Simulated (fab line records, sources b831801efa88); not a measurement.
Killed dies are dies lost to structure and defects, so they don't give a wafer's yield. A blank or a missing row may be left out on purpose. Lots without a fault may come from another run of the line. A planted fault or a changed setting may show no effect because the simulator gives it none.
fab line records | flow sky130 | part 1 of 2: steps 1 to 27 of 37
record lots=5 wafers=15 last_day=50
route steps=708 shown METAL3@562 VIA3@573 METAL4@598
lots that met no fault: from a run of the same line without faults
start_h: hours from the record's first day to the start of the lot's first wafer shown | wait_h: hours since the lot's step before | " the same as in the row above | L1.1+2: a row that stands for several wafers | - no value, or no start given | * or withheld: withheld | < > ~ a bound
route shown NAME@n: a module of which the file shows steps, and the number in the route of the first | usual: mean/standard deviation of fault-free wafers | same: alike in all rows | chamber/n: place in a boat | sites: the reading at each site | _std_site: their standard deviation | _edge_site: outer sites' mean less inner sites' | radius_mm: how far each site lies from the wafer's centre | mask NAME#n: copy n | behind: the tool/chamber that last shaped the wafer | hold: why the lot was held/for how many hours/how that ended | device: the transistor (n, p or np) that didn't switch | end of line: the same wafers' tests at the end of the route | a step without rows: its recipe alone | killed: dies lost to structure and defects at the first sort, not the wafer's yield | map: a wafer's dies, x killed, . not, _ none there
set.NAME: the setting as run; set.NAME@STEP: as run at that earlier step | model.NAME: the simulator's own value behind a step, which no gauge read
lots at some steps of the route; a table a step, a row a wafer
services: from which hour (start_h, from the record's first day; less than 0 if before it) a tool's chamber was out of use, for how many hours, and why
## steps
# step SKY_METAL3_DEVELOP_12
# recipe develop_time_s=60 resist=KrF-thick dev_temp_c=21
# columns lot.wafer tool chamber start_h wait_h
L085.2+3+6 litho_track-02 0 - -
L086.2+5+6 litho_track-04 0 - -
L088.2+3+5 litho_track-02 0 - -
L089.3+5+6 litho_track-01 0 - -
L096.1+4+6 litho_track-04 0 - -
# step SKY_METAL3_CD_MEAS_13
# recipe target_cd_nm=300
# usual cd_nm=299.6/1.5
# columns lot.wafer tool chamber start_h wait_h cd_nm
L085.2 cd_sem-02 - 978.22 - 297.6
L085.3 " - " " 298.4
L085.6 " - " " 299.9
L086.2 cd_sem-01 - 986.17 - 300.5
L086.5 " - " " 301.3
L086.6 " - " " 301.8
L088.2 cd_sem-01 - 999.12 - 298.3
L088.3 " - " " 300.1
L088.5 " - " " 299.7
L089.3 cd_sem-01 - 1007.17 - 298.4
L089.5 " - " " 299.1
L089.6 " - " " 297.7
L096.1 cd_sem-02 - 1050.50 - 300.2
L096.4 " - " " 299.6
L096.6 " - " " 300.0
# step SKY_METAL3_OVL_MEAS_14
# usual METAL3_OVL=-3/5.7
# columns lot.wafer tool chamber start_h wait_h METAL3_OVL[nm]
L085.2 overlay-02 - 978.32 0.1 4
L085.3 " - " " -5
L085.6 " - " " -1
L086.2 overlay-02 - 986.27 0.1 -9
L086.5 " - " " -8
L086.6 " - " " -5
L088.2 overlay-01 - 999.22 0.1 2
L088.3 " - " " 2
L088.5 " - " " -5
L089.3 overlay-01 - 1007.26 0.1 -7
L089.5 " - " " -1
L089.6 " - " " -9
L096.1 overlay-02 - 1050.62 0.1 7
L096.4 " - " " 7
L096.6 " - " " 2
# step SKY_METAL3_DESCUM_15
# recipe chemistry=O2 source_power_w=150 bias_power_w=0 pressure_mtorr=10 temp_c=40 time_s=8
# usual drypump_motor_current_A=6.0/0.45 he_backside_leak_sccm=3.30/0.2 oes_product_au=0.998/0.0071
# columns lot.wafer tool chamber start_h wait_h drypump_motor_current_A he_backside_leak_sccm oes_product_au rf_hours_counter_h
L085.2 rie_metal-01 0 978.35 0.0 6.1 3.07 0.990 2
L085.3 " 0 " " 6.1 3.12 0.995 -
L085.6 " 1 " " 6.5 3.55 0.998 -
L086.2 rie_metal-01 1 986.30 0.0 6.6 3.49 0.994 11
L086.5 " 0 " " 6.1 3.15 1.002 -
L086.6 " 1 " " 6.5 3.23 0.991 -
L088.2 rie_metal-01 0 999.25 0.0 6.1 3.10 0.992 3
L088.3 " 1 " " 6.5 3.15 0.995 -
L088.5 " 0 " " 6.1 3.17 0.993 -
L089.3 rie_metal-02 0 1007.30 0.0 6.0 3.13 1.002 -
L089.5 " 1 " " 6.2 3.48 1.007 -
L089.6 " 0 " " 6.1 2.89 0.998 -
L096.1 rie_metal-03 1 1050.65 0.0 5.1 3.27 1.008 14
L096.4 " 0 " " 5.8 3.53 1.015 -
L096.6 " 0 " " 5.8 3.60 1.008 -
# step SKY_METAL3_ETCH_16
# recipe chemistry=N2/H2 target=BARC ion_energy_ev=200 bias_w=100 pressure_mtorr=30 n2_flow_sccm=100 h2_flow_sccm=200 icp_w=500 stop_on=SiO2 time_s=88.2 target_depth_a=600
# usual drypump_motor_current_A=6.0/0.45 he_backside_leak_sccm=3.4/0.34 oes_product_au=0.625/0.0041 throttle_valve_pct=13.205/0.0086
# columns lot.wafer tool chamber start_h wait_h drypump_motor_current_A he_backside_leak_sccm oes_product_au rf_hours_counter_h throttle_valve_pct
L085.2 rie_metal-01 0 978.39 0.0 6.1 3.2 0.633 2 13.213
L085.3 " 0 " " 6.1 3.1 0.621 - 13.193
L085.6 " 1 " " 6.6 3.1 0.628 - 13.209
L086.2 rie_metal-01 1 986.34 0.0 6.6 3.2 0.628 11 13.211
L086.5 " 0 " " 6.1 3.2 0.628 - 13.199
L086.6 " 1 " " 6.5 3.4 0.621 - 13.209
L088.2 rie_metal-01 0 999.29 0.0 6.1 3.1 0.622 3 13.222
L088.3 " 1 " " 6.6 3.7 0.628 - 13.210
L088.5 " 0 " " 6.1 5.3 0.626 - 13.215
L089.3 rie_metal-02 0 1007.35 0.0 6.1 3.1 0.636 - 13.222
L089.5 " 1 " " 6.3 3.7 0.626 - 13.204
L089.6 " 0 " " 6.1 3.2 0.625 - 13.206
L096.1 rie_metal-03 1 1050.69 0.0 5.1 3.4 0.625 14 13.202
L096.4 " 0 " " 5.9 3.5 0.630 - 13.211
L096.6 " 0 " " 5.9 3.5 0.627 - 13.195
# step SKY_METAL3_ETCH_17
# recipe target=SiO2 stop_on=TiN chemistry=C4F8/O2/Ar source_w=1500 bias_w=1200 pressure_mtorr=40 c4f8_flow_sccm=withheld O2_flow_sccm=6 Ar_flow_sccm=300 time_s=3.9 target_depth_a=150
# usual oes_product_au=0.755/0.0068
# columns lot.wafer tool chamber start_h wait_h oes_product_au rf_hours_counter_h
L085.2 rie_diel-04 3 978.48 0.1 0.754 1
L085.3 " 2 " " 0.762 22
L085.6 " 2 " " 0.764 -
L086.2 rie_diel-01 0 986.43 0.1 0.747 13
L086.5 " 1 " " 0.766 -
L086.6 " 2 " " 0.750 -
L088.2 rie_diel-04 2 999.38 0.1 0.750 24
L088.3 " 1 " " 0.748 12
L088.5 " 1 " " 0.757 -
L089.3 rie_diel-01 1 1007.42 0.0 0.756 11
L089.5 " 0 " " 0.759 -
L089.6 " 3 " " 0.758 -
L096.1 rie_diel-02 1 1050.78 0.1 0.747 5
L096.4 " 2 " " 0.751 17
L096.6 " 1 " " 0.765 -
# step SKY_METAL3_METAL_ETCH_18
# recipe target_depth_a=8450 stop_on=SiO2 over_etch_frac=0.3 time_s=183.1 chemistry=Cl2/BCl3 resist_sidewall_deg=88 pressure_mtorr=10 icp_w=900 bias_w=48.5 Cl2_flow_sccm=60 bcl3_flow_sccm=30
# usual bcl3_flow_sccm=29.99/0.099 drypump_motor_current_A=5.9/0.52 he_backside_leak_sccm=3.4/0.38 oes_product_au=0.866/0.0066 throttle_valve_pct=22.263/0.0086
# columns lot.wafer tool chamber start_h wait_h bcl3_flow_sccm drypump_motor_current_A he_backside_leak_sccm oes_product_au rf_hours_counter_h throttle_valve_pct
L085.2 rie_metal-03 0 978.50 0.0 30.13 5.9 3.5 0.852 3 22.274
L085.3 " 1 " " 29.90 5.1 5.6 0.870 - 22.270
L085.6 " 1 " " 29.91 5.1 3.2 0.868 - 22.250
L086.2 rie_metal-02 1 986.45 0.0 30.01 6.2 3.3 0.857 4 22.285
L086.5 " 1 " " 29.98 6.3 3.4 0.868 - 22.255
L086.6 " 0 " " 30.00 6.1 3.0 0.863 - 22.271
L088.2 rie_metal-02 0 999.40 0.0 29.88 6.1 3.3 0.867 22 22.268
L088.3 " 0 " " 29.89 6.1 3.1 0.853 - 22.272
L088.5 " 1 " " 29.96 6.2 3.3 0.866 - 22.277
L089.3 rie_metal-01 1 1007.50 0.1 30.00 6.5 3.7 0.873 - 22.256
L089.5 " 0 " " 30.04 6.1 3.1 0.869 - 22.278
L089.6 " 1 " " 29.97 6.6 3.3 0.869 - 22.272
L096.1 rie_metal-01 1 1050.80 0.0 30.00 6.6 3.9 0.860 15 22.275
L096.4 " 0 " " 30.05 6.1 3.2 0.854 - 22.280
L096.6 " 1 " " 30.06 6.5 3.6 0.860 - 22.248
# step SKY_METAL3_STRIP_19
# recipe chemistry=O2/N2 power_w=1400 pressure_mtorr=1500 platen_temp_c=withheld o2_flow_sccm=3000 n2_flow_sccm=300 overash_fraction=0.5
# usual drypump_motor_current_A=5.93/0.26 oes_product_au=0.503/0.0047 strip_time_to_endpoint_s=6.55/0.066
# columns lot.wafer tool chamber start_h wait_h drypump_motor_current_A oes_product_au rf_hours_counter_h strip_time_to_endpoint_s
L085.2 plasma_asher-01 0 978.68 0.1 6.14 0.502 53 6.62
L085.3 " 0 " " 6.13 0.509 - 6.53
L085.6 " 0 " " 6.11 0.499 - 6.49
L086.2 plasma_asher-04 1 986.63 0.1 5.79 0.501 84 6.59
L086.5 " 1 " " 5.78 0.505 - 6.61
L086.6 " 0 " " 5.75 0.503 - 6.58
L088.2 plasma_asher-01 0 999.58 0.1 6.11 0.508 55 6.73
L088.3 " 0 " " 6.11 0.502 - 6.68
L088.5 " 1 " " 5.94 0.508 - 6.65
L089.3 plasma_asher-02 1 1007.65 0.1 6.40 0.504 - 6.52
L089.5 " 1 " " 6.42 0.499 - 6.49
L089.6 " 0 " " 5.62 0.511 - 6.55
L096.1 plasma_asher-04 1 1050.98 0.1 5.78 0.508 91 6.61
L096.4 " 1 " " 5.76 0.499 - 6.57
L096.6 " 1 " " 5.76 0.500 - 6.60
# step SKY_METAL3_STRIP_20
# recipe chemistry=post_etch_residue_remover time_s=1200 temp_c=72.5
# columns lot.wafer tool chamber start_h wait_h
L085.2+3+6 wet_bench-04 3 978.78 0.1
L086.2+5+6 wet_bench-03 3 986.73 0.1
L088.2+3+5 wet_bench-01 0 999.68 0.1
L089.3+5+6 wet_bench-04 2 1007.71 0.0
L096.1+4+6 wet_bench-04 2 1051.08 0.1
# step SKY_METAL3_CLEAN_21
# recipe chemistry=IPA time_s=180 temp_c=25
# columns lot.wafer tool chamber start_h wait_h
L085.2+3+6 wet_bench-01 3 979.12 0.0
L086.2+5+6 wet_bench-04 3 987.14 0.0
L088.2+3+5 wet_bench-03 0 1000.05 0.0
L089.3+5+6 wet_bench-01 2 1008.06 0.0
L096.1+4+6 wet_bench-01 2 1051.45 0.0
# step SKY_METAL3_CLEAN_22
# recipe chemistry=O3/DIW dry=n2_spin
# columns lot.wafer tool chamber start_h wait_h
L085.2+3+6 wet_bench-03 2 979.18 0.0
L086.2+5+6 wet_bench-03 1 987.20 0.0
L088.2+3+5 wet_bench-04 1 1000.12 0.0
L089.3+5+6 wet_bench-04 0 1008.12 0.0
L096.1+4+6 wet_bench-04 2 1051.51 0.0
# step SKY_VIA3_HDPCVD_00
# recipe material=SiO2 target_thk_nm=1635 sigma_open_frac=0.3 time_s=272.5 temp_c=400 sih4_flow_sccm=60 pressure_mtorr=6
# usual sih4_flow_sccm=60.01/0.18
# columns lot.wafer tool chamber start_h wait_h sih4_flow_sccm
L085.2 hdpcvd-01 0 979.30 0.0 59.78
L085.3 " 2 " " 60.18
L085.6 " 2 " " 59.90
L086.2 hdpcvd-02 1 987.30 0.0 60.11
L086.5 " 1 " " 59.82
L086.6 " 0 " " 59.63
L088.2 hdpcvd-01 1 1000.21 0.0 60.23
L088.3 " 0 " " 60.02
L088.5 " 1 " " 60.26
L089.3 hdpcvd-01 2 1008.21 0.0 59.77
L089.5 " 1 " " 59.84
L089.6 " 0 " " 60.20
L096.1 hdpcvd-01 1 1051.70 0.0 59.65
L096.4 " 2 " " 59.84
L096.6 " 0 " " 59.96
# step SKY_VIA3_THK_MEAS_01
# recipe reads=SiO2_of_VIA3_HDPCVD_00
# usual VIA3_HDPCVD_THK=1632/19
# columns lot.wafer tool chamber start_h wait_h VIA3_HDPCVD_THK[nm]
L085.2 film_metro-01 - 979.48 0.1 1605
L085.3 " - " " 1627
L085.6 " - " " 1651
L086.2 film_metro-02 - 987.48 0.1 1626
L086.5 " - " " 1629
L086.6 " - " " 1637
L088.2 film_metro-04 - 1000.39 0.1 1617
L088.3 " - " " 1639
L088.5 " - " " 1622
L089.3 film_metro-01 - 1008.40 0.1 1640
L089.5 " - " " 1598
L089.6 " - " " 1621
L096.1 film_metro-01 - 1051.86 0.1 1626
L096.4 " - " " 1629
L096.6 " - " " 1652
# step SKY_VIA3_CMP_02
# recipe material=SiO2 down_force_psi=4 platen_rpm=60 pad_velocity_m_s=0.94248
# usual motor_current_A=11.9/1.1 slurry_flow_ml_min=150.0/0.45
# columns lot.wafer tool chamber start_h wait_h motor_current_A slurry_flow_ml_min
L085.2 cmp-02 2 979.53 0.0 10.6 149.8
L085.3 " 0 " " 10.5 150.2
L085.6 " 3 " " 11.3 149.7
L086.2 cmp-01 2 987.53 0.0 11.8 149.7
L086.6 " 2 " " 11.8 149.6
L086.5 " 3 " " 13.0 150.6
L088.2 cmp-01 2 1000.49 0.1 12.3 150.4
L088.3 " 0 " " 13.0 149.8
L088.5 " 2 " " 12.8 150.6
L089.3 cmp-02 2 1008.54 0.1 10.7 150.0
L089.5 " 0 " " 10.9 150.3
L089.6 " 1 " " 14.6 150.4
L096.1 cmp-02 3 1052.17 0.3 11.3 150.3
L096.4 " 1 " " 13.6 149.7
L096.6 " 0 " " 10.6 150.6
# step SKY_VIA3_BOW_MEAS_03
# recipe mode=bow
# usual VIA3_BOW=81/8.5
# columns lot.wafer tool chamber start_h wait_h VIA3_BOW[um]
L085.2 film_metro-02 - 979.85 0.3 76
L085.3 " - " " 75
L085.6 " - " " 78
L086.2 film_metro-02 - 987.85 0.3 76
L086.5 " - " " 77
L086.6 " - " " 101
L088.2 film_metro-02 - 1000.76 0.2 84
L088.3 " - " " 81
L088.5 " - " " 74
L089.3 film_metro-02 - 1008.78 0.2 69
L089.5 " - " " 87
L089.6 " - " " 81
L096.1 film_metro-02 - 1052.47 0.2 74
L096.4 " - " " 90
L096.6 " - " " 98
# step SKY_VIA3_DEHYDRATE_04
# recipe temp_c=200 time_s=60
# columns lot.wafer tool chamber start_h wait_h
L085.2+3+6 litho_track-01 0 990.96 11.1
L086.2+5+6 litho_track-03 0 999.11 11.2
L088.2+3+5 litho_track-03 0 1011.06 10.3
L089.3+5+6 litho_track-03 0 1019.34 10.5
L096.1+4+6 litho_track-04 0 1062.75 10.3
# step SKY_VIA3_HMDS_05
# recipe prime_time_s=60 prime_temp_c=120
# usual prime_temp_c=119.98/0.16
# columns lot.wafer tool chamber start_h wait_h prime_temp_c
L085.2 litho_track-01 0 991.11 0.1 119.98
L085.3 " 0 " " 120.15
L085.6 " 0 " " 120.10
L086.2 litho_track-03 0 999.26 0.1 119.83
L086.5 " 0 " " 119.82
L086.6 " 0 " " 119.70
L088.2 litho_track-03 0 1011.21 0.1 120.06
L088.3 " 0 " " 120.09
L088.5 " 0 " " 120.26
L089.3 litho_track-03 0 1019.49 0.1 119.99
L089.5 " 0 " " 120.02
L089.6 " 0 " " 120.38
L096.1 litho_track-04 0 1062.90 0.1 119.97
L096.4 " 0 " " 119.76
L096.6 " 0 " " 119.94
# step SKY_VIA3_COAT_06
# recipe resist=BARC temp_c=withheld time_s=withheld spin_rpm=3000 resist_thk_nm=60
# columns lot.wafer tool chamber start_h wait_h
L085.2+3+6 litho_track-01 0 991.26 0.1
L086.2+5+6 litho_track-03 0 999.41 0.1
L088.2+3+5 litho_track-03 0 1011.36 0.1
L089.3+5+6 litho_track-03 0 1019.64 0.1
L096.1+4+6 litho_track-04 0 1063.05 0.1
# step SKY_VIA3_COAT_07
# recipe resist=KrF-thick spin_rpm=3000 resist_thk_nm=450
# columns lot.wafer tool chamber start_h wait_h
L085.2+3+6 litho_track-01 0 - -
L086.2+5+6 litho_track-03 0 - -
L088.2+3+5 litho_track-03 0 - -
L089.3+5+6 litho_track-03 0 - -
L096.1+4+6 litho_track-04 0 - -
# step SKY_VIA3_SOFTBAKE_08
# recipe temp_c=100 time_s=90 resist=KrF-thick
# columns lot.wafer tool chamber start_h wait_h
L085.2+3+6 litho_track-01 0 - -
L086.2+5+6 litho_track-03 0 - -
L088.2+3+5 litho_track-03 0 - -
L089.3+5+6 litho_track-03 0 - -
L096.1+4+6 litho_track-04 0 - -
# step SKY_VIA3_EXPOSE_09
# recipe mask_id=VIM3 na=0.8 source_shape=annular sigma_inner=0.55 sigma_outer=0.85 target_cd_nm=200 dose_mj=38
# columns lot.wafer tool chamber start_h wait_h mask
L085.2+3+6 krf_scanner-01 0 - - VIM3#0
L086.2+5+6 krf_scanner-01 0 - - VIM3#0
L088.2+3+5 krf_scanner-01 0 - - VIM3#0
L089.3+5+6 krf_scanner-02 0 - - VIM3#0
L096.1+4+6 krf_scanner-02 0 - - VIM3#0
# step SKY_VIA3_PEB_10
# recipe peb_temp_c=withheld peb_time_s=withheld resist=KrF-thick
# columns lot.wafer tool chamber start_h wait_h
L085.2+3+6 litho_track-03 0 - -
L086.2+5+6 litho_track-01 0 - -
L088.2+3+5 litho_track-04 0 - -
L089.3+5+6 litho_track-01 0 - -
L096.1+4+6 litho_track-04 0 - -
# step SKY_VIA3_DEVELOP_11
# recipe develop_time_s=60 resist=KrF-thick dev_temp_c=21
# columns lot.wafer tool chamber start_h wait_h
L085.2+3+6 litho_track-03 0 - -
L086.2+5+6 litho_track-01 0 - -
L088.2+3+5 litho_track-04 0 - -
L089.3+5+6 litho_track-01 0 - -
L096.1+4+6 litho_track-04 0 - -
# step SKY_VIA3_CD_MEAS_12
# recipe target_cd_nm=200
# usual cd_nm=199.9/1
# columns lot.wafer tool chamber start_h wait_h cd_nm
L085.2 cd_sem-02 - 1003.76 - 200.6
L085.3 " - " " 200.0
L085.6 " - " " 199.9
L086.2 cd_sem-02 - 1011.00 - 199.9
L086.5 " - " " 199.1
L086.6 " - " " 199.6
L088.2 cd_sem-02 - 1023.42 - 200.7
L088.3 " - " " 199.4
L088.5 " - " " 200.9
L089.3 cd_sem-01 - 1031.92 - 198.6
L089.5 " - " " 198.9
L089.6 " - " " 200.1
L096.1 cd_sem-01 - 1074.85 - 201.6
L096.4 " - " " 200.9
L096.6 " - " " 201.9
# step SKY_VIA3_OVL_MEAS_13
# usual VIA3_OVL=2/5.7
# columns lot.wafer tool chamber start_h wait_h VIA3_OVL[nm]
L085.2 overlay-02 - 1003.87 0.1 1
L085.3 " - " " 3
L085.6 " - " " 5
L086.2 overlay-02 - 1011.11 0.1 7
L086.5 " - " " 8
L086.6 " - " " 10
L088.2 overlay-02 - 1023.52 0.1 12
L088.3 " - " " 9
L088.5 " - " " 6
L089.3 overlay-02 - 1032.01 0.1 6
L089.5 " - " " 2
L089.6 " - " " -2
L096.1 overlay-01 - 1074.97 0.1 2
L096.4 " - " " 5
L096.6 " - " " -1
# step SKY_VIA3_ETCH_14
# recipe chemistry=N2/H2 target=BARC ion_energy_ev=200 source_w=500 bias_w=100 pressure_mtorr=30 n2_flow_sccm=100 h2_flow_sccm=200 stop_on=SiO2 time_s=45.9 target_depth_a=600
# usual drypump_motor_current_A=5.8/0.5 oes_product_au=0.855/0.0051 throttle_valve_pct=13.224/0.0084
# columns lot.wafer tool chamber start_h wait_h drypump_motor_current_A oes_product_au rf_hours_counter_h throttle_valve_pct
L085.2 rie_diel-02 0 1003.90 0.0 5.5 0.852 5 13.216
L085.3 " 2 " " 6.4 0.854 15 13.217
L085.6 " 2 " " 6.4 0.856 - 13.230
L086.2 rie_diel-02 0 1011.14 0.0 5.6 0.848 6 13.231
L086.5 " 1 " " 5.6 0.859 - 13.218
L086.6 " 0 " " 5.5 0.858 - 13.238
L088.2 rie_diel-03 1 1023.55 0.0 6.3 0.858 13 13.226
L088.3 " 2 " " 6.0 0.854 1 13.222
L088.5 " 2 " " 6.0 0.857 - 13.223
L089.3 rie_diel-02 0 1032.04 0.0 5.6 0.855 6 13.221
L089.5 " 2 " " 6.5 0.866 - 13.228
L089.6 " 3 " " 5.7 0.854 - 13.209
L096.1 rie_diel-04 3 1075.00 0.0 5.5 0.856 3 13.213
L096.4 " 1 " " 5.2 0.852 15 13.219
L096.6 " 3 " " 5.5 0.857 - 13.215
# step SKY_VIA3_ETCH_15
# recipe target=SiO2 chemistry=C4F8/O2/Ar target_depth_nm=507 stop_on=TiN mask_material=KrF-thick source_w=1500 bias_w=1200 pressure_mtorr=40 c4f8_flow_sccm=withheld O2_flow_sccm=6 Ar_flow_sccm=300 time_s=78
# usual oes_product_au=0.946/0.0047
# columns lot.wafer tool chamber start_h wait_h oes_product_au
L085.2 rie_diel-02 0 1003.94 0.0 0.947
L085.3 " 2 " " 0.958
L085.6 " 2 " " 0.951
L086.2 rie_diel-02 0 1011.18 0.0 0.944
L086.5 " 1 " " 0.948
L086.6 " 0 " " 0.942
L088.2 rie_diel-03 1 1023.60 0.0 0.942
L088.3 " 2 " " 0.939
L088.5 " 2 " " 0.939
L089.3 rie_diel-02 0 1032.08 0.0 0.942
L089.5 " 2 " " 0.946
L089.6 " 3 " " 0.944
L096.1 rie_diel-04 3 1075.05 0.0 0.940
L096.4 " 1 " " 0.949
L096.6 " 3 " " 0.948
